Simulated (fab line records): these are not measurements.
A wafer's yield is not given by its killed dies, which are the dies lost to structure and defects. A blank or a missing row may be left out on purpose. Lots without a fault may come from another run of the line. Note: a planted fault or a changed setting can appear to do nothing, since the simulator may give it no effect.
Struck lot and sound lot, side by side / flow sky130 / 19 steps out of a route of 708
Sound: these wafers, L578.4, L578.5, L578.6. Struck: wafers L591.1, L591.4, L591.5. At the end, the cause is stated.
Order at every step that has rows: each side's tool, ch and its chambers, its first start. Under that, the readings that differ: sound wafers / struck wafers / difference of the means / sigmas: that difference in standard deviations of wafers without a fault.
alike: words and numbers the same on both sides, and readings whose means are apart by under 2 such deviations; not compared: readings that were withheld, readings missing a value for some wafer, numbers with overlapping values and no deviation given by the record, and bounds like >300 which may hide the same value.
A row with sigmas, a row that says differs or no value, or rows on one side alone: a step with any of these is where the two part. When numbers do not overlap yet have no deviation, they are printed without sigmas and do not part them. Lack of a reading on every wafer of one side parts them only where that side has two or more wafers.

SKY_METAL4_STRIP_19: strips in O2/N2.
  sound on plasmaAsher-03 ch 0,1, day 42 18:41; struck on plasmaAsher-04 ch 0,1, day 46 07:43
  alike: drypumpMotorCurrentA, oesProductAu, stripTimeToEndpointS
  not compared: rfHoursCounterH
then, 4 steps without rows for these wafers: SKY_METAL4_STRIP_20 (strips in post etch residue remover, time 1200 s); SKY_METAL4_CLEAN_21 (cleans in IPA, time 180 s); SKY_METAL4_CLEAN_22 (cleans in O3/DIW); SKY_VIA4_HDPCVD_00 (deposits SiO2, target thk 1750 nm, time 291.7 s).
SKY_VIA4_THK_MEAS_01:
  sound on filmMetro-02, day 42 19:29; struck on filmMetro-04, day 46 08:29
  alike: VIA4_HDPCVD_THK
SKY_VIA4_CMP_02: polishes SiO2.
  sound on cmp-02 ch 0,3, day 42 19:32; struck on cmp-02 ch 0,2,3, day 46 08:33
  alike: edgeZonePressureFrac, motorCurrentA
SKY_VIA4_BOW_MEAS_03:
  sound on filmMetro-04, day 42 19:53; struck on filmMetro-01, day 46 08:51
  alike: VIA4_BOW
then, 4 steps without rows for these wafers: SKY_VIA4_DEHYDRATE_04 (time 60 s); SKY_VIA4_HMDS_05 (prime time 60 s); SKY_VIA4_COAT_06 (resist thk 1140 nm); SKY_VIA4_SOFTBAKE_07 (time 60 s).
SKY_VIA4_EXPOSE_08: exposes mask VIM4, target cd 800 nm.
  sound on ilineStepper-02 ch 0, day 43 06:37; struck on ilineStepper-02 ch 0, day 46 18:54
  alike: mask, focusOffsetNm
then, 2 steps without rows for these wafers: SKY_VIA4_PEB_09; SKY_VIA4_DEVELOP_10 (develop time 60 s).
SKY_VIA4_OVL_MEAS_11:
  sound on overlay-01, day 43 17:50; struck on overlay-01, day 47 04:19
  alike: VIA4_OVL
SKY_VIA4_ETCH_12: etches SiO2 in C4F8/O2/Ar, stops on TiN, target depth 580 nm.
  sound on rieDiel-02 ch 0,1,2, day 43 17:51; struck on rieDiel-03 ch 0,2, day 47 04:21
reading=model.VIA4.cdNm (nm); sound=800.5 801 800.6; struck=864.9 824.9 833.8; difference=+40.5; sigmas=
  alike: oesProductAu
SKY_VIA4_STRIP_13: strips in O2/N2.
  sound on plasmaAsher-02 ch 0,1, day 43 17:57; struck on plasmaAsher-04 ch 1, day 47 04:25
  alike: drypumpMotorCurrentA, oesProductAu, stripTimeToEndpointS
  not compared: rfHoursCounterH
-- the record jumps here: 2 days lie between the struck wafers' starts before and after (it left off in module VIA4 and takes up again in module PAD_OPEN, whose first step shown is number 708 of the route) --
SKY_PAD_OPEN_PROBE_99:
  sound on prober-01, day 46 15:44; struck on prober-02, day 49 15:56
reading=model.etest.via4Chain.rcOhm; sound=0.8136 0.816 0.8063; struck=0.6736 0.7399 0.7631; difference=-0.0864; sigmas=
  alike: defectLimitedYield, killed_at_M0_to_M3, killed_at_M4_up, killedAtContacts, killedAtFrontEnd, killedAtOther, killedDies, killedOpen, killedShort, sort_bin_3_pad_short, sort_bin_5_function, sort_bin_6_memory, sortNPass, sortYieldPct

## WHERE THEY PART
Nowhere in this record.

WHY: what had been put in by the simulator
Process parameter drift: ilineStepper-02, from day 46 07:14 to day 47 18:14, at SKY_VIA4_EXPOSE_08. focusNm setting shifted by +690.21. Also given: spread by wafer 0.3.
